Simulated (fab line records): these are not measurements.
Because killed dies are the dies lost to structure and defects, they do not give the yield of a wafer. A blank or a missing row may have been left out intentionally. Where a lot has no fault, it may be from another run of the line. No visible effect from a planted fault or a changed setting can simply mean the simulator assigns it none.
Chamber matching	flow sky130	cmp-02 running SKY_LI_CONTACT_CMP_02: 4 sister chambers
The step polishes PSG. 16 wafers are shown with their chamber, then 8 later ones without.

== WAFERS WITH THEIR CHAMBER ==
wafer	chamber	motor current A (A)	slurry flow ml min	time to endpoint s (s)
L735.1	2	12.8	149.9	36.7
L735.4	0	12.0	150.6	35.5
L735.5	2	14.0	150.2	35.3
L736.2	2	13.8	150.2	37.8
L736.5	1	11.7	149.4	36.2
L736.6	2	13.8	150.7	35.9
L739.1	2	13.7	150.2	31.8
L739.3	3	11.9	150.1	29.5
L739.5	0	11.8	149.9	32.2
L741.1	2	13.8	149.8	33.0
L741.3	0	12.4	149.9	29.9
L741.5	2	13.7	149.5	31.9
L747.1	0	12.0	150.0	32.1
L747.5	2	14.2	150.3	35.5
L747.6	3	12.0	149.6	31.6
L752.1	1	12.1	149.6	30.4

SIGNATURES, as means of the wafers listed above
reading	chamber 0	chamber 1	chamber 2	chamber 3	scatter within a chamber
motor current A	12.050	11.900	13.725	11.950	0.348
slurry flow ml min	150.100	149.500	150.100	149.850	0.342
time to endpoint s	32.425	33.300	34.737	30.550	2.42
Rule: for a wafer and a chamber, the distance is found by dividing, reading by reading, the gap between the wafer's reading and the chamber's mean by the reading's scatter, squaring, summing and taking the root. If the next closest chamber is less than 2 further off than the closest, the wafer can't be placed; otherwise it belongs to the closest. The scatter: the root of (the sum of the squares of (reading less its chamber's mean) over the shown wafers, divided by (wafers less chambers)).

== WAFERS WITH NO CHAMBER GIVEN ==
wafer	motor current A (A)	slurry flow ml min	time to endpoint s (s)
L752.2	12.0	151.1	29.5
L752.6	11.9	149.9	34.6
L755.3	12.3	149.8	32.2
L755.5	11.6	150.9	32.8
L755.6	11.9	150.7	31.5
L754.2	11.9	150.4	32.0
L754.5	14.1	150.1	31.7
L754.6	11.6	150.3	32.4

== CHAMBER TAKEN BY EACH ==
wafer	from the rows above	in truth
L752.2	can't be placed: 0 or 3 or 1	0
L752.6	can't be placed: 0 or 1 or 3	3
L755.3	can't be placed: 0 or 3 or 1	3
L755.5	can't be placed: 0 or 3 or 1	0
L755.6	can't be placed: 0 or 3 or 1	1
L754.2	can't be placed: 0 or 3 or 1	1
L754.5	2	2
L754.6	can't be placed: 0 or 3 or 1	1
1 of 8 placed correctly. Can't be placed from these rows: 7 (the true chamber is among the candidates in 7). Wrongly placed: 0.
